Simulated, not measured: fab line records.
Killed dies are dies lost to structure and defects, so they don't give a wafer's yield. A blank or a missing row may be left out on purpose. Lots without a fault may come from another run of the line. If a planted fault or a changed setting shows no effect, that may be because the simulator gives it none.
fab line records -- flow sky130
record: lots: 6, wafers: 18, lastDay: 52
route steps=708 shown LDD_HVN@272 LDD_HVP@278 PAD_OPEN@708
lots that met no fault: taken from a fault-free run of the same line
startH: hours from the record's first day to the start of the lot's first wafer shown -- waitH: hours elapsed since this lot's preceding step -- " as in the row above -- L1.1+2: several wafers, shown together as one row -- - no value, or no start given -- * or withheld: withheld -- < > ~ a bound
route shown NAME@n: names a module that has steps shown in the file, with the first one's number in the route -- usual: the fault-free wafers' mean and standard deviation -- same: alike in all rows -- chamber/n: place in a boat -- sites: the reading at each site -- _std_site: standard deviation across them -- _edge_site: inner sites' mean taken away from outer sites' mean -- radiusMm: how far each site lies from the wafer's centre -- mask NAME#n: copy n -- behind: the tool/chamber that last shaped the wafer -- hold: what put the lot on hold/how long, in hours/how the hold closed -- device: the transistor (n, p or np) that didn't switch -- end of line: tests run on the same wafers once the route is complete -- where a step has no rows: the recipe by itself -- killed: dies that structure and defects cost at the first sort, which is not the same as the wafer's yield -- map: per-die view of a wafer (x killed, . not killed, _ where there is no die)
set.NAME: the setting the step ran with; set.NAME@STEP: the setting that earlier step ran with -- model.NAME: the simulator's own value behind a step, which no gauge read
a table for each step, a row for each wafer; lots at some steps of the route
services: from which hour (startH, from the record's first day; less than 0 if before it) a tool's chamber was out of use, for how many hours, and why
== steps ==
step: SKY_LDD_HVN_PEB_05
recipe: tempC: withheld, timeS: *, resist: NOVOLAK
step: SKY_LDD_HVN_DEVELOP_06
recipe: resist: NOVOLAK, developer: TMAH, developTimeS: 60, devTempC: 23
step: SKY_LDD_HVN_OVL_MEAS_07
usual: LDD_HVN_OVL: -0.2/1.2
lot.wafer,tool,chamber,startH,waitH,LDD_HVN_OVL[nm]
L992.2,overlay-02,-,416.06,0.1,1.0
L992.5,overlay-02,-,416.06,0.1,-0.6
L992.6,overlay-02,-,416.06,0.1,1.2
L999.2,overlay-01,-,470.59,0.1,-0.6
L999.4,overlay-01,-,470.59,0.1,0.3
L999.5,overlay-01,-,470.59,0.1,0.9
L101.1,overlay-02,-,486.86,0.1,-2.3
L101.3,overlay-02,-,486.86,0.1,-1.6
L101.6,overlay-02,-,486.86,0.1,-0.4
L103.2,overlay-01,-,498.47,0.1,-1.0
L103.3,overlay-01,-,498.47,0.1,-0.5
L103.5,overlay-01,-,498.47,0.1,1.1
L104.3,overlay-02,-,508.02,0.1,0.3
L104.4,overlay-02,-,508.02,0.1,-0.1
L104.6,overlay-02,-,508.02,0.1,0.4
L109.1,overlay-02,-,732.64,0.1,-0.6
L109.5,overlay-02,-,732.64,0.1,0.4
L109.6,overlay-02,-,732.64,0.1,-1.6
step: SKY_LDD_HVN_IMPLANT_08
recipe: species: P, energyKev: 60, doseCm2: 3e+13, tiltDeg: 40
step: SKY_LDD_HVN_STRIP_09
recipe: chemistry: O2/N2, powerW: 1400, pressureMtorr: 1500, platenTempC: withheld, o2FlowSccm: 3000, n2FlowSccm: 300, overashFraction: 0.5
usual: drypumpMotorCurrentA: 5.79/0.28, oesProductAu: 0.408/0.0049, stripTimeToEndpointS: 4.139/0.015
lot.wafer,tool,chamber,startH,waitH,drypumpMotorCurrentA,oesProductAu,rfHoursCounterH,stripTimeToEndpointS
L992.2,plasmaAsher-01,1,416.24,0.1,5.98,0.420,29,4.142
L992.5,plasmaAsher-01,0,416.24,0.1,5.24,0.408,-,4.135
L992.6,plasmaAsher-01,1,416.24,0.1,6.00,0.407,-,4.163
L999.2,plasmaAsher-04,0,470.77,0.1,5.56,0.408,80,4.182
L999.4,plasmaAsher-04,1,470.77,0.1,5.89,0.406,-,4.149
L999.5,plasmaAsher-04,1,470.77,0.1,5.87,0.402,-,4.174
L101.1,plasmaAsher-04,1,487.04,0.1,5.91,0.410,81,4.132
L101.3,plasmaAsher-04,0,487.04,0.1,5.56,0.406,-,4.130
L101.6,plasmaAsher-04,1,487.04,0.1,5.90,0.410,-,4.121
L103.2,plasmaAsher-01,0,498.65,0.1,5.25,0.410,38,4.120
L103.3,plasmaAsher-01,1,498.65,0.1,6.07,0.404,-,4.111
L103.5,plasmaAsher-01,1,498.65,0.1,6.05,0.399,-,4.144
L104.3,plasmaAsher-04,0,508.23,0.1,5.54,0.410,-,4.123
L104.4,plasmaAsher-04,1,508.23,0.1,5.87,0.399,-,4.126
L104.6,plasmaAsher-04,1,508.23,0.1,5.86,0.409,-,4.123
L109.1,plasmaAsher-04,0,732.82,0.1,5.56,0.408,108,4.147
L109.5,plasmaAsher-04,1,732.82,0.1,5.88,0.414,-,4.147
L109.6,plasmaAsher-04,0,732.82,0.1,5.56,0.402,-,4.147
step: SKY_LDD_HVN_TW_MEAS_10
usual: LDD_HVN_TW: 1425/7.6
lot.wafer,tool,chamber,startH,waitH,LDD_HVN_TW
L992.2,filmMetro-01,-,416.35,0.1,1414
L992.5,filmMetro-01,-,416.35,0.1,1419
L992.6,filmMetro-01,-,416.35,0.1,1416
L999.2,filmMetro-04,-,470.88,0.1,1422
L999.4,filmMetro-04,-,470.88,0.1,1430
L999.5,filmMetro-04,-,470.88,0.1,1425
L101.1,filmMetro-04,-,487.14,0.1,1428
L101.3,filmMetro-04,-,487.14,0.1,1420
L101.6,filmMetro-04,-,487.14,0.1,1416
L103.2,filmMetro-02,-,498.76,0.1,1425
L103.3,filmMetro-02,-,498.76,0.1,1439
L103.5,filmMetro-02,-,498.76,0.1,1435
L104.3,filmMetro-04,-,508.32,0.1,1428
L104.4,filmMetro-04,-,508.32,0.1,1430
L104.6,filmMetro-04,-,508.32,0.1,1423
L109.1,filmMetro-01,-,732.92,0.1,1425
L109.5,filmMetro-01,-,732.92,0.1,1429
L109.6,filmMetro-01,-,732.92,0.1,1430
step: SKY_LDD_HVP_DEHYDRATE_00
recipe: tempC: 200, timeS: 60
step: SKY_LDD_HVP_HMDS_01
recipe: primeTimeS: 60, primeTempC: 120
step: SKY_LDD_HVP_COAT_02
recipe: resist: NOVOLAK, spinRpm: 3000, resistThkNm: 300
step: SKY_LDD_HVP_SOFTBAKE_03
recipe: tempC: 90, timeS: 60, resist: NOVOLAK
step: SKY_LDD_HVP_EXPOSE_04
recipe: maskId: HVPTM, na: 0.6, sourceShape: conventional, sigmaOuter: 0.6, polarization: unpolarized, targetCdNm: 700, doseMj: 86
step: SKY_LDD_HVP_PEB_05
recipe: tempC: withheld, timeS: *, resist: NOVOLAK
step: SKY_LDD_HVP_DEVELOP_06
recipe: resist: NOVOLAK, developer: TMAH, developTimeS: 60, devTempC: 23
usual: developerTempC: 23.01/0.12
lot.wafer,tool,chamber,startH,waitH,developerTempC
L992.2,lithoTrack-03,0,446.66,0.1,23.00
L992.5,lithoTrack-03,0,446.66,0.1,22.90
L992.6,lithoTrack-03,0,446.66,0.1,23.02
L999.2,lithoTrack-04,0,500.28,0.1,23.90
L999.4,lithoTrack-04,0,500.28,0.1,23.83
L999.5,lithoTrack-04,0,500.28,0.1,23.93
L101.1,lithoTrack-04,0,516.91,0.1,24.07
L101.3,lithoTrack-04,0,516.91,0.1,23.87
L101.6,lithoTrack-04,0,516.91,0.1,23.94
L103.2,lithoTrack-03,0,527.71,0.1,23.13
L103.3,lithoTrack-03,0,527.71,0.1,23.19
L103.5,lithoTrack-03,0,527.71,0.1,23.23
L104.3,lithoTrack-01,0,535.76,0.1,23.05
L104.4,lithoTrack-01,0,535.76,0.1,23.04
L104.6,lithoTrack-01,0,535.76,0.1,23.32
L109.1,lithoTrack-04,0,761.21,0.1,22.92
L109.5,lithoTrack-04,0,761.21,0.1,22.90
L109.6,lithoTrack-04,0,761.21,0.1,22.93
step: SKY_LDD_HVP_OVL_MEAS_07
usual: LDD_HVP_OVL: -0.6/1.5
lot.wafer,tool,chamber,startH,waitH,LDD_HVP_OVL[nm]
L992.2,overlay-01,-,446.79,0.1,-0.8
L992.5,overlay-01,-,446.79,0.1,-2.7
L992.6,overlay-01,-,446.79,0.1,-1.6
L999.2,overlay-02,-,500.41,0.1,-1.3
L999.4,overlay-02,-,500.41,0.1,-1.5
L999.5,overlay-02,-,500.41,0.1,-1.8
L101.1,overlay-01,-,517.06,0.1,0.9
L101.3,overlay-01,-,517.06,0.1,-1.2
L101.6,overlay-01,-,517.06,0.1,-1.4
L103.2,overlay-02,-,527.84,0.1,-2.6
L103.3,overlay-02,-,527.84,0.1,-2.4
L103.5,overlay-02,-,527.84,0.1,-2.7
L104.3,overlay-01,-,535.87,0.1,-0.8
L104.4,overlay-01,-,535.87,0.1,-0.3
L104.6,overlay-01,-,535.87,0.1,-0.8
L109.1,overlay-02,-,761.36,0.1,-0.7
L109.5,overlay-02,-,761.36,0.1,-2.0
L109.6,overlay-02,-,761.36,0.1,0.3
step: SKY_PAD_OPEN_PROBE_99
usual: killed_at_M0_to_M3: 43/7, killed_at_M4_up: 2.7/1.6, killedAtContacts: 24/5.3, killedAtFrontEnd: 16/4.6, killedAtOther: 0.3/0.53, killedDies: 86/9.3, killedOpen: 47/6.9, killedShort: 38/6.1
same: grossDies: 492, killedAtBackSide: 0
lot.wafer,tool,chamber,startH,waitH,killed_at_M0_to_M3,killed_at_M4_up,killedAtContacts,killedAtFrontEnd,killedAtOther,killedDies,killedOpen,killedShort
L992.2,prober-02,-,1042.97,0.1,42,3,26,19,1,91,53,38
L992.5,prober-02,-,1043.12,0.2,43,3,28,11,1,86,45,41
L992.6,prober-02,-,1043.17,0.2,42,3,17,17,2,81,39,41
L999.2,prober-02,-,1078.86,0.1,41,3,29,13,0,86,43,43
L999.4,prober-02,-,1078.96,0.2,48,3,19,11,1,82,44,38
L999.5,prober-02,-,1079.01,0.2,51,3,26,14,0,94,57,37
L101.1,prober-01,-,1090.31,0.1,34,5,27,10,0,76,37,38
L101.3,prober-01,-,1090.41,0.2,37,3,22,11,0,73,35,37
L101.6,prober-01,-,1090.56,0.2,34,1,31,22,0,88,46,41
L103.2,prober-01,-,1098.96,0.1,41,4,25,9,0,79,46,33
L103.3,prober-01,-,1099.01,0.2,52,3,23,10,0,88,45,43
L103.5,prober-01,-,1099.11,0.2,43,1,29,11,0,84,49,35
L104.3,prober-02,-,1103.96,0.2,48,2,28,16,0,94,58,36
L104.4,prober-02,-,1104.01,0.2,40,2,26,16,0,84,45,39
L104.6,prober-02,-,1104.11,0.2,37,3,27,17,0,84,46,38
L109.1,prober-01,-,1239.01,0.1,48,5,21,17,1,92,50,40
L109.5,prober-01,-,1239.21,0.2,38,3,19,27,1,88,51,37
L109.6,prober-01,-,1239.26,0.2,54,0,15,15,1,85,46,37
killed by level:class
L992.2 LI_CONTACT:geometricParticle:open=10 VIA1:geometricParticle:open=8 CONTACT:geometricParticle:open=7 METAL2:geometricParticle:short=7 VIA3:geometricParticle:open=7 LOCAL_INTERCONNECT:geometricParticle:short=6 VIA2:geometricParticle:open=6 FIELD_ISO:geometricParticle:open=5
L992.5 VIA1:geometricParticle:open=12 CONTACT:geometricParticle:short=10 VIA1:geometricParticle:short=8 CONTACT:geometricParticle:open=7 LI_CONTACT:geometricParticle:open=6 VIA3:geometricParticle:open=6 METAL1:geometricParticle:short=5 METAL2:geometricParticle:short=5
L992.6 VIA1:geometricParticle:open=9 VIA1:geometricParticle:short=8 VIA3:geometricParticle:open=7 POLY_GATE:geometricParticle:short=6 CONTACT:geometricParticle:open=6 METAL2:geometricParticle:short=5 FIELD_ISO:geometricParticle:open=4 LI_CONTACT:geometricParticle:open=4
L999.2 LI_CONTACT:geometricParticle:open=10 VIA1:geometricParticle:open=9 METAL2:geometricParticle:short=7 LI_CONTACT:geometricParticle:short=6 LOCAL_INTERCONNECT:geometricParticle:short=6 POLY_GATE:geometricParticle:short=5 CONTACT:geometricParticle:open=5 VIA3:geometricParticle:open=5
L999.4 METAL2:geometricParticle:short=9 VIA1:geometricParticle:open=9 VIA3:geometricParticle:open=9 LI_CONTACT:geometricParticle:open=6 VIA2:geometricParticle:open=6 CONTACT:geometricParticle:open=5 METAL1:geometricParticle:short=5 LI_CONTACT:geometricParticle:short=4
L999.5 VIA1:geometricParticle:open=12 LI_CONTACT:geometricParticle:open=10 VIA3:geometricParticle:open=9 VIA2:geometricParticle:open=8 CONTACT:geometricParticle:open=7 METAL2:geometricParticle:short=7 LI_CONTACT:geometricParticle:short=4 METAL1:geometricParticle:short=4
L101.1 CONTACT:geometricParticle:open=11 METAL1:geometricParticle:short=8 LOCAL_INTERCONNECT:geometricParticle:short=5 LI_CONTACT:geometricParticle:open=4 METAL4:geometricParticle:short=4 METAL2:geometricParticle:short=4 VIA1:geometricParticle:open=4 FIELD_ISO:geometricParticle:open=3
L101.3 VIA1:geometricParticle:open=10 CONTACT:geometricParticle:open=8 VIA3:geometricParticle:open=6 METAL1:geometricParticle:short=5 METAL2:geometricParticle:short=5 LI_CONTACT:geometricParticle:short=4 VIA2:geometricParticle:open=4 POLY_CUT:geometricParticle:short=3
L101.6 CONTACT:geometricParticle:open=12 CONTACT:geometricParticle:short=9 VIA1:geometricParticle:open=7 POLY_GATE:geometricParticle:short=6 VIA3:geometricParticle:open=6 METAL2:geometricParticle:short=6 FIELD_ISO:geometricParticle:short=5 LI_CONTACT:geometricParticle:open=5
L103.2 VIA1:geometricParticle:open=10 LI_CONTACT:geometricParticle:open=9 CONTACT:geometricParticle:open=8 METAL1:geometricParticle:short=6 VIA3:geometricParticle:open=6 VIA2:geometricParticle:open=5 LOCAL_INTERCONNECT:geometricParticle:short=4 VIA3:geometricParticle:short=4
L103.3 VIA1:geometricParticle:open=12 CONTACT:geometricParticle:open=7 LI_CONTACT:geometricParticle:open=6 VIA1:geometricParticle:short=6 VIA2:geometricParticle:open=6 VIA3:geometricParticle:open=6 METAL2:geometricParticle:short=5 CONTACT:geometricParticle:short=4
L103.5 VIA1:geometricParticle:open=14 LI_CONTACT:geometricParticle:open=9 CONTACT:geometricParticle:open=9 METAL1:geometricParticle:short=6 CONTACT:geometricParticle:short=5 VIA1:geometricParticle:short=5 FIELD_ISO:geometricParticle:short=4 LOCAL_INTERCONNECT:geometricParticle:short=4
L104.3 VIA3:geometricParticle:open=14 VIA1:geometricParticle:open=12 CONTACT:geometricParticle:open=11 LI_CONTACT:geometricParticle:open=8 VIA2:geometricParticle:open=6 POLY_GATE:geometricParticle:short=5 METAL2:geometricParticle:short=5 POLY_GATE:geometricParticle:open=4
L104.4 CONTACT:geometricParticle:open=10 CONTACT:geometricParticle:short=9 METAL1:geometricParticle:short=8 VIA1:geometricParticle:short=7 VIA1:geometricParticle:open=7 FIELD_ISO:geometricParticle:open=6 VIA3:geometricParticle:open=5 LI_CONTACT:geometricParticle:open=4
L104.6 LI_CONTACT:geometricParticle:open=11 CONTACT:geometricParticle:open=11 VIA3:geometricParticle:open=7 FIELD_ISO:geometricParticle:short=5 VIA2:geometricParticle:open=5 POLY_GATE:geometricParticle:short=5 METAL3:geometricParticle:short=5 METAL1:geometricParticle:short=4
L109.1 VIA1:geometricParticle:open=11 VIA1:geometricParticle:short=9 FIELD_ISO:geometricParticle:open=8 LI_CONTACT:geometricParticle:open=8 VIA2:geometricParticle:open=8 METAL1:geometricParticle:short=5 CONTACT:geometricParticle:short=5 VIA3:geometricParticle:open=5
L109.5 VIA1:geometricParticle:open=11 CONTACT:geometricParticle:open=10 METAL1:geometricParticle:short=9 VIA2:geometricParticle:open=8 FIELD_ISO:geometricParticle:short=6 POLY_GATE:geometricParticle:open=6 FIELD_ISO:geometricParticle:open=5 POLY_GATE:geometricParticle:short=5
L109.6 VIA2:geometricParticle:open=10 VIA3:geometricParticle:open=10 METAL2:geometricParticle:short=8 CONTACT:geometricParticle:open=7 VIA2:geometricParticle:short=6 METAL1:geometricParticle:short=5 VIA1:geometricParticle:open=5 FIELD_ISO:geometricParticle:open=4
== services ==
tool,chamber,startH,hours,kind
plasmaAsher-01,-,397.89,1.1,repair
plasmaAsher-01,-,570.89,39.0,repair
plasmaAsher-01,-,617.08,28.1,pm
lithoTrack-04,-,657.44,-,consumableReplace:filter
plasmaAsher-04,-,733.75,9.0,pm
plasmaAsher-04,0,733.75,9.0,ventCycle
plasmaAsher-04,1,733.75,9.0,ventCycle
plasmaAsher-04,0,742.75,-,clean
plasmaAsher-04,1,742.75,-,clean
== key ==
firstSign: step: SKY_LDD_HVP_DEVELOP_06, reading: developerTempC, direction: up, sigmas: 7.8, usual: *, struck: *
effect none on later readings
metAt SKY_LDD_HVP_DEVELOP_06
struckWafers L999.2,L999.4,L999.5,L101.1,L101.3,L101.6
testerLeftOut L999,L101
fault: kind: processParameterDrift, tool: lithoTrack-04, chamber: -, onsetH: 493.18, steps: SKY_LDD_HVP_DEVELOP_06, channel: devTempC, offset: *, shape: step, endH: 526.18, actsIn: *, stated: *
testerLeftOut: of these lots the tester's yield and bins aren't shown, on N5 and GAA mostly nor the transistor test; their killed dies are dies lost to structure and defects alone, not to doping, threshold or leakage, so they don't give the yield
